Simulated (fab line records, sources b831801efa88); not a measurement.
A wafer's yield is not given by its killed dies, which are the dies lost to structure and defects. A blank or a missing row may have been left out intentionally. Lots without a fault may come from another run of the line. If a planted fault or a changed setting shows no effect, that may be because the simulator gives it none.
Which tool did it? + flow gf180mcu + 72 wafers from 24 lots sampled at 6 of the route's 602 steps

== WHAT THE GAUGES READ, wafer by wafer ==
GF_V3_THK_MEAS_01.
| lot  | measured     | on           | V3_CVD_00_THK (nm) |
|------|--------------|--------------|--------------------|
| L074 | day 21 09:10 | filmMetro-04 | 593 600 595        |
| L075 | day 21 14:56 | filmMetro-02 | 600 609 599        |
| L076 | day 22 03:19 | filmMetro-04 | 598 596 598        |
| L077 | day 22 15:46 | filmMetro-04 | 600 601 593        |
| L078 | day 22 21:38 | filmMetro-04 | 596 593 595        |
| L079 | day 23 08:32 | filmMetro-03 | 591 600 592        |
| L080 | day 23 19:43 | filmMetro-02 | 605 607 603        |
| L081 | day 24 06:12 | filmMetro-02 | 600 598 604        |
| L082 | day 24 12:28 | filmMetro-03 | 600 605 603        |
| L083 | day 24 18:43 | filmMetro-02 | 601 598 604        |
| L084 | day 25 06:14 | filmMetro-02 | 598 594 597        |
| L085 | day 25 07:28 | filmMetro-04 | 609 606 613        |
| L086 | day 26 01:16 | filmMetro-02 | 601 594 603        |
| L087 | day 26 02:52 | filmMetro-02 | 601 594 591        |
| L088 | day 26 09:48 | filmMetro-04 | 593 594 602        |
| L089 | day 26 16:02 | filmMetro-03 | 608 596 597        |
| L090 | day 27 01:25 | filmMetro-03 | 592 592 596        |
| L091 | day 27 05:30 | filmMetro-03 | 597 593 598        |
| L092 | day 27 13:22 | filmMetro-03 | 605 597 598        |
| L093 | day 27 19:19 | filmMetro-03 | 597 600 597        |
| L094 | day 28 03:34 | filmMetro-02 | 601 604 602        |
| L095 | day 28 07:31 | filmMetro-02 | 600 607 600        |
| L096 | day 28 14:08 | filmMetro-04 | 606 603 603        |
| L097 | day 28 20:20 | filmMetro-03 | 589 591 594        |

== TOOL THAT RAN EACH LOT (tool first, then ch and the chambers of the sampled wafers, then the start) ==
| lot  | GF_DUAL_GATE_STRIP_13               | GF_SALICIDE_RTA_08              | GF_M2_SPUTTER_04            | GF_V2_STRIP_18                      | GF_M3_SPUTTER_01            |
|------|-------------------------------------|---------------------------------|-----------------------------|-------------------------------------|-----------------------------|
| L074 | plasmaAsher-01 ch 0,1, day 8 07:04  | rtpAnneal-01 ch 0, day 15 02:13 | pvdSputter-02, day 18 03:07 | plasmaAsher-01 ch 0,1, day 20 05:41 | pvdSputter-04, day 20 07:01 |
| L075 | plasmaAsher-02 ch 0,1, day 8 13:16  | rtpAnneal-02 ch 0, day 15 08:48 | pvdSputter-04, day 18 11:02 | plasmaAsher-01 ch 0,1, day 20 12:42 | pvdSputter-01, day 20 14:04 |
| L076 | plasmaAsher-04 ch 0,1, day 8 20:55  | rtpAnneal-01 ch 0, day 15 20:04 | pvdSputter-03, day 18 23:34 | plasmaAsher-03 ch 0,1, day 21 01:18 | pvdSputter-01, day 21 02:40 |
| L077 | plasmaAsher-04 ch 0,1, day 9 05:43  | rtpAnneal-02 ch 0, day 16 06:29 | pvdSputter-04, day 19 11:25 | plasmaAsher-01 ch 0,1, day 21 12:59 | pvdSputter-03, day 21 15:20 |
| L078 | plasmaAsher-02 ch 1, day 9 12:53    | rtpAnneal-01 ch 0, day 16 14:41 | pvdSputter-04, day 19 18:32 | plasmaAsher-04 ch 0,1, day 21 19:32 | pvdSputter-01, day 21 21:53 |
| L079 | plasmaAsher-01 ch 0,1, day 9 19:15  | rtpAnneal-01 ch 0, day 17 01:22 | pvdSputter-03, day 20 06:10 | plasmaAsher-04 ch 0,1, day 22 07:37 | pvdSputter-03, day 22 08:56 |
| L080 | plasmaAsher-04 ch 0,1, day 10 03:17 | rtpAnneal-01 ch 0, day 17 11:58 | pvdSputter-02, day 20 17:12 | plasmaAsher-03 ch 0,1, day 22 18:26 | pvdSputter-01, day 22 19:47 |
| L081 | plasmaAsher-01 ch 0,1, day 10 09:44 | rtpAnneal-02 ch 0, day 17 21:36 | pvdSputter-03, day 21 04:02 | plasmaAsher-03 ch 0,1, day 23 05:27 | pvdSputter-01, day 23 06:47 |
| L082 | plasmaAsher-01 ch 0,1, day 10 16:46 | rtpAnneal-01 ch 0, day 18 04:49 | pvdSputter-02, day 21 11:13 | plasmaAsher-03 ch 0,1, day 23 12:14 | pvdSputter-01, day 23 13:34 |
| L083 | plasmaAsher-01 ch 0,1, day 10 23:15 | rtpAnneal-01 ch 0, day 18 12:41 | pvdSputter-02, day 21 18:53 | plasmaAsher-04 ch 0,1, day 23 18:26 | pvdSputter-01, day 23 19:46 |
| L084 | plasmaAsher-04 ch 0,1, day 11 08:33 | rtpAnneal-01 ch 0, day 18 22:52 | pvdSputter-04, day 22 05:14 | plasmaAsher-01 ch 0,1, day 24 05:23 | pvdSputter-03, day 24 06:44 |
| L085 | plasmaAsher-02 ch 0,1, day 11 12:31 | rtpAnneal-01 ch 0, day 19 03:04 | pvdSputter-04, day 22 08:04 | plasmaAsher-04 ch 0,1, day 24 06:54 | pvdSputter-01, day 24 08:16 |
| L086 | plasmaAsher-02 ch 0,1, day 11 20:26 | rtpAnneal-02 ch 0, day 19 21:47 | pvdSputter-04, day 23 02:58 | plasmaAsher-01 ch 0,1, day 25 01:12 | pvdSputter-03, day 25 02:52 |
| L087 | plasmaAsher-04 ch 1, day 12 03:20   | rtpAnneal-02 ch 0, day 20 00:53 | pvdSputter-03, day 23 05:01 | plasmaAsher-04 ch 0,1, day 25 02:48 | pvdSputter-04, day 25 04:08 |
| L088 | plasmaAsher-02 ch 0,1, day 12 08:17 | rtpAnneal-01 ch 0, day 20 08:45 | pvdSputter-04, day 23 13:13 | plasmaAsher-03 ch 0,1, day 25 10:35 | pvdSputter-03, day 25 11:55 |
| L089 | plasmaAsher-01 ch 0,1, day 12 16:20 | rtpAnneal-02 ch 0, day 20 15:55 | pvdSputter-03, day 23 19:23 | plasmaAsher-04 ch 0,1, day 25 16:14 | pvdSputter-01, day 25 17:37 |
| L090 | plasmaAsher-01 ch 0,1, day 13 00:26 | rtpAnneal-02 ch 0, day 21 02:22 | pvdSputter-04, day 24 05:19 | plasmaAsher-03 ch 0,1, day 26 02:20 | pvdSputter-04, day 26 03:40 |
| L091 | plasmaAsher-01 ch 0,1, day 13 06:00 | rtpAnneal-02 ch 0, day 21 08:08 | pvdSputter-04, day 24 10:11 | plasmaAsher-04 ch 0,1, day 26 06:34 | pvdSputter-01, day 26 07:54 |
| L092 | plasmaAsher-02 ch 0,1, day 13 12:48 | rtpAnneal-01 ch 0, day 21 16:41 | pvdSputter-02, day 24 17:45 | plasmaAsher-04 ch 0,1, day 26 14:50 | pvdSputter-01, day 26 16:10 |
| L093 | plasmaAsher-02 ch 0,1, day 13 18:51 | rtpAnneal-02 ch 0, day 21 22:50 | pvdSputter-03, day 25 00:06 | plasmaAsher-03 ch 0,1, day 26 20:37 | pvdSputter-01, day 26 21:57 |
| L094 | plasmaAsher-01 ch 0,1, day 14 03:33 | rtpAnneal-01 ch 0, day 22 09:49 | pvdSputter-04, day 25 09:56 | plasmaAsher-03 ch 0,1, day 27 05:48 | pvdSputter-04, day 27 07:10 |
| L095 | plasmaAsher-04 ch 0,1, day 14 10:46 | rtpAnneal-02 ch 0, day 22 16:08 | pvdSputter-03, day 25 15:05 | plasmaAsher-04 ch 0,1, day 27 09:31 | pvdSputter-01, day 27 10:53 |
| L096 | plasmaAsher-02 ch 0,1, day 14 18:42 | rtpAnneal-01 ch 0, day 22 21:44 | pvdSputter-02, day 25 21:08 | plasmaAsher-01 ch 0,1, day 27 16:35 | pvdSputter-01, day 27 17:55 |
| L097 | plasmaAsher-02 ch 0,1, day 14 21:38 | rtpAnneal-01 ch 0, day 23 04:53 | pvdSputter-03, day 26 03:23 | plasmaAsher-03 ch 0,1, day 27 22:38 | pvdSputter-01, day 28 00:00 |
- GF_DUAL_GATE_STRIP_13: strips in O2/N2.
- GF_SALICIDE_RTA_08: time 30 s.
- GF_M2_SPUTTER_04: material TiN, target thk 50 nm, time 41.7 s.
- GF_V2_STRIP_18: strips in O2/N2.
- GF_M3_SPUTTER_01: material TiN, target thk 30 nm, time 25 s.

== AS READ BY THE TOOLS THEMSELVES (means over the sampled wafers that have a number; for cases with no such wafer, the mark the record gives instead) ==
GF_DUAL_GATE_STRIP_13.
| lot  | tool           | drypumpMotorCurrentA (A) | heaterPowerW (W) | o2FlowSccm (sccm) | oesProductAu (a.u.) | stripTimeToEndpointS (s) |
|------|----------------|--------------------------|------------------|-------------------|---------------------|--------------------------|
| L074 | plasmaAsher-01 | 5.6                      | 309              | 3000              | 0.718               | 12.640                   |
| L075 | plasmaAsher-02 | 5.6                      | 332              | 3003              | 0.717               | 12.606                   |
| L076 | plasmaAsher-04 | 6.3                      | 322              | 3004              | 0.718               | 12.619                   |
| L077 | plasmaAsher-04 | 6.0                      | 326              | 3001              | 0.714               | 12.619                   |
| L078 | plasmaAsher-02 | 5.4                      | 400              | 2991              | 0.716               | 12.609                   |
| L079 | plasmaAsher-01 | 5.5                      | 303              | 2996              | 0.714               | 12.642                   |
| L080 | plasmaAsher-04 | 6.3                      | 322              | 3003              | 0.718               | 12.700                   |
| L081 | plasmaAsher-01 | 5.5                      | 307              | 2999              | 0.716               | 12.637                   |
| L082 | plasmaAsher-01 | 5.8                      | 281              | 3014              | 0.717               | 12.638                   |
| L083 | plasmaAsher-01 | 5.6                      | 307              | 2992              | 0.718               | 12.652                   |
| L084 | plasmaAsher-04 | 6.1                      | 331              | 2995              | 0.716               | 12.659                   |
| L085 | plasmaAsher-02 | 5.7                      | 329              | 3015              | 0.715               | 12.640                   |
| L086 | plasmaAsher-02 | 5.7                      | 327              | 3000              | 0.715               | 12.636                   |
| L087 | plasmaAsher-04 | 6.5                      | 327              | 3000              | 0.716               | 12.628                   |
| L088 | plasmaAsher-02 | 5.5                      | 365              | 3000              | 0.718               | 12.638                   |
| L089 | plasmaAsher-01 | 5.8                      | 290              | 2998              | 0.717               | 12.639                   |
| L090 | plasmaAsher-01 | 5.5                      | 307              | 2998              | 0.711               | 12.655                   |
| L091 | plasmaAsher-01 | 5.8                      | 290              | 2999              | 0.716               | 12.636                   |
| L092 | plasmaAsher-02 | 5.6                      | 364              | 2993              | 0.718               | 12.651                   |
| L093 | plasmaAsher-02 | 5.6                      | 331              | 2999              | 0.719               | 12.631                   |
| L094 | plasmaAsher-01 | 5.8                      | 288              | 3002              | 0.716               | 12.678                   |
| L095 | plasmaAsher-04 | 6.1                      | 329              | 2997              | 0.719               | 12.707                   |
| L096 | plasmaAsher-02 | 5.6                      | 365              | 3011              | 0.715               | 12.633                   |
| L097 | plasmaAsher-02 | 5.5                      | 363              | 2993              | 0.717               | 12.629                   |

GF_SALICIDE_RTA_08.
| lot  | tool         | annealTempCMax | lampPowerPct (%) | wafer_temp_C_max |
|------|--------------|----------------|------------------|------------------|
| L074 | rtpAnneal-01 | 803.6          | 16.66            | 802.7            |
| L075 | rtpAnneal-02 | 802.2          | 17.23            | 802.7            |
| L076 | rtpAnneal-01 | 803.4          | 16.64            | 803.4            |
| L077 | rtpAnneal-02 | 803.0          | 17.24            | 803.0            |
| L078 | rtpAnneal-01 | 803.6          | 16.64            | 803.2            |
| L079 | rtpAnneal-01 | 803.6          | 16.63            | 802.8            |
| L080 | rtpAnneal-01 | 803.3          | 16.64            | 802.9            |
| L081 | rtpAnneal-02 | 802.8          | 17.23            | 802.6            |
| L082 | rtpAnneal-01 | 804.4          | 16.64            | 802.4            |
| L083 | rtpAnneal-01 | 804.1          | 16.63            | 802.8            |
| L084 | rtpAnneal-01 | 803.9          | 16.61            | 803.5            |
| L085 | rtpAnneal-01 | 803.8          | 16.64            | 802.7            |
| L086 | rtpAnneal-02 | 801.7          | 17.24            | 802.4            |
| L087 | rtpAnneal-02 | 802.2          | 17.23            | 802.7            |
| L088 | rtpAnneal-01 | 803.7          | 16.64            | 802.5            |
| L089 | rtpAnneal-02 | 802.5          | 17.23            | 802.8            |
| L090 | rtpAnneal-02 | 802.6          | 17.22            | 802.8            |
| L091 | rtpAnneal-02 | 802.1          | 17.24            | 802.7            |
| L092 | rtpAnneal-01 | 804.5          | 16.63            | 803.6            |
| L093 | rtpAnneal-02 | 802.4          | 17.22            | 802.9            |
| L094 | rtpAnneal-01 | 804.3          | 16.63            | 802.5            |
| L095 | rtpAnneal-02 | 802.6          | 17.21            | 802.8            |
| L096 | rtpAnneal-01 | 803.3          | 16.63            | 802.7            |
| L097 | rtpAnneal-01 | 803.7          | 16.64            | 802.6            |

GF_M2_SPUTTER_04.
| lot  | tool          | cathodeDcPowerW (W) | throttleValvePct (%) |
|------|---------------|---------------------|----------------------|
| L074 | pvdSputter-02 | 6499.0              | 30.2                 |
| L075 | pvdSputter-04 | 6499.4              | 29.6                 |
| L076 | pvdSputter-03 | 6500.3              | 30.4                 |
| L077 | pvdSputter-04 | 6500.5              | 29.5                 |
| L078 | pvdSputter-04 | 6499.8              | 29.5                 |
| L079 | pvdSputter-03 | 6500.1              | 30.1                 |
| L080 | pvdSputter-02 | 6499.3              | 30.1                 |
| L081 | pvdSputter-03 | 6499.5              | 31.0                 |
| L082 | pvdSputter-02 | 6499.7              | 30.2                 |
| L083 | pvdSputter-02 | 6498.8              | 30.2                 |
| L084 | pvdSputter-04 | 6500.0              | 29.7                 |
| L085 | pvdSputter-04 | 6498.9              | 30.2                 |
| L086 | pvdSputter-04 | 6501.2              | 28.7                 |
| L087 | pvdSputter-03 | 6498.8              | 30.3                 |
| L088 | pvdSputter-04 | 6500.3              | 29.5                 |
| L089 | pvdSputter-03 | 6499.9              | 30.7                 |
| L090 | pvdSputter-04 | 6499.7              | 29.8                 |
| L091 | pvdSputter-04 | 6500.2              | 30.7                 |
| L092 | pvdSputter-02 | 6499.3              | 30.2                 |
| L093 | pvdSputter-03 | 6500.6              | 30.7                 |
| L094 | pvdSputter-04 | 6499.0              | 29.8                 |
| L095 | pvdSputter-03 | 6501.0              | 30.7                 |
| L096 | pvdSputter-02 | 6499.1              | 29.9                 |
| L097 | pvdSputter-03 | 6499.8              | 30.1                 |

GF_V2_STRIP_18.
| lot  | tool           | drypumpMotorCurrentA (A) | heaterPowerW (W) | o2FlowSccm (sccm) | oesProductAu (a.u.) |
|------|----------------|--------------------------|------------------|-------------------|---------------------|
| L074 | plasmaAsher-01 | 5.8                      | 289              | 2999              | 0.593               |
| L075 | plasmaAsher-01 | 5.5                      | 307              | 2993              | 0.591               |
| L076 | plasmaAsher-03 | 5.5                      | 346              | 2995              | 0.598               |
| L077 | plasmaAsher-01 | 5.6                      | 305              | 2994              | 0.595               |
| L078 | plasmaAsher-04 | 6.1                      | 327              | 2995              | 0.597               |
| L079 | plasmaAsher-04 | 6.3                      | 324              | 2995              | 0.596               |
| L080 | plasmaAsher-03 | 5.7                      | 356              | 3002              | 0.592               |
| L081 | plasmaAsher-03 | 5.5                      | 349              | 2999              | 0.590               |
| L082 | plasmaAsher-03 | 5.5                      | 355              | 2992              | 0.596               |
| L083 | plasmaAsher-04 | 6.1                      | 329              | 2998              | 0.589               |
| L084 | plasmaAsher-01 | 5.6                      | 311              | 2994              | 0.595               |
| L085 | plasmaAsher-04 | 6.3                      | 328              | 2993              | 0.594               |
| L086 | plasmaAsher-01 | 5.5                      | 307              | 2996              | 0.585               |
| L087 | plasmaAsher-04 | 6.1                      | 323              | 2992              | 0.599               |
| L088 | plasmaAsher-03 | 5.5                      | 352              | 2998              | 0.596               |
| L089 | plasmaAsher-04 | 6.3                      | 322              | 3009              | 0.595               |
| L090 | plasmaAsher-03 | 5.5                      | 350              | 2997              | 0.592               |
| L091 | plasmaAsher-04 | 6.1                      | 330              | 2983              | 0.591               |
| L092 | plasmaAsher-04 | 6.3                      | 327              | 3000              | 0.590               |
| L093 | plasmaAsher-03 | 5.5                      | 351              | 3005              | 0.590               |
| L094 | plasmaAsher-03 | 5.8                      | 361              | 2994              | 0.591               |
| L095 | plasmaAsher-04 | 6.3                      | 322              | 2994              | 0.591               |
| L096 | plasmaAsher-01 | 5.8                      | 287              | 2991              | 0.589               |
| L097 | plasmaAsher-03 | 5.8                      | 351              | 2998              | 0.587               |

GF_M3_SPUTTER_01.
| lot  | tool          | cathodeDcPowerW (W) | throttleValvePct (%) |
|------|---------------|---------------------|----------------------|
| L074 | pvdSputter-04 | 6500.3              | 29.4                 |
| L075 | pvdSputter-01 | 6500.4              | 29.9                 |
| L076 | pvdSputter-01 | 6499.4              | 29.8                 |
| L077 | pvdSputter-03 | 6499.5              | 30.6                 |
| L078 | pvdSputter-01 | 6499.8              | 29.8                 |
| L079 | pvdSputter-03 | 6499.1              | 30.7                 |
| L080 | pvdSputter-01 | 6500.0              | 30.2                 |
| L081 | pvdSputter-01 | 6500.6              | 30.0                 |
| L082 | pvdSputter-01 | 6501.4              | 29.3                 |
| L083 | pvdSputter-01 | 6499.1              | 28.9                 |
| L084 | pvdSputter-03 | 6498.8              | 30.3                 |
| L085 | pvdSputter-01 | 6499.1              | 29.3                 |
| L086 | pvdSputter-03 | 6500.4              | 30.6                 |
| L087 | pvdSputter-04 | 6498.5              | 29.9                 |
| L088 | pvdSputter-03 | 6499.8              | 30.3                 |
| L089 | pvdSputter-01 | 6500.0              | 29.2                 |
| L090 | pvdSputter-04 | 6500.4              | 28.6                 |
| L091 | pvdSputter-01 | 6499.6              | 29.0                 |
| L092 | pvdSputter-01 | 6500.4              | 30.0                 |
| L093 | pvdSputter-01 | 6500.6              | 29.1                 |
| L094 | pvdSputter-04 | 6500.4              | 28.8                 |
| L095 | pvdSputter-01 | 6501.0              | 30.0                 |
| L096 | pvdSputter-01 | 6499.9              | 29.8                 |
| L097 | pvdSputter-01 | 6500.7              | 30.7                 |

== THE ANSWER, worked out from the rows above alone ==
Rule: the usual values come from the lots themselves. Put in order of their means at a reading, lots are off if they are a third of the lots or fewer, leave a main group of 4 or more, and stand apart from it by a gap of 3 or more times the standard deviation of the main group's means; of several such gaps the widest counts. A main group whose means are all the same, to the digits that the tables above print for the reading, isn't used. A lot without any number at a reading at which 4 lots or more have one is off too. Any other lot the step has rows for is counted as sound. Order of review: gauges by route order, followed by the tools' own readings, for which a lot's mean as printed above is used. The first step at which some lot is off is used, and at that step the reading that is off furthest; a lot without a number counts as furthest.
None of the lots is off at any reading shown; this tells nothing.

== WHAT THE SIMULATOR HAD INSERTED ==
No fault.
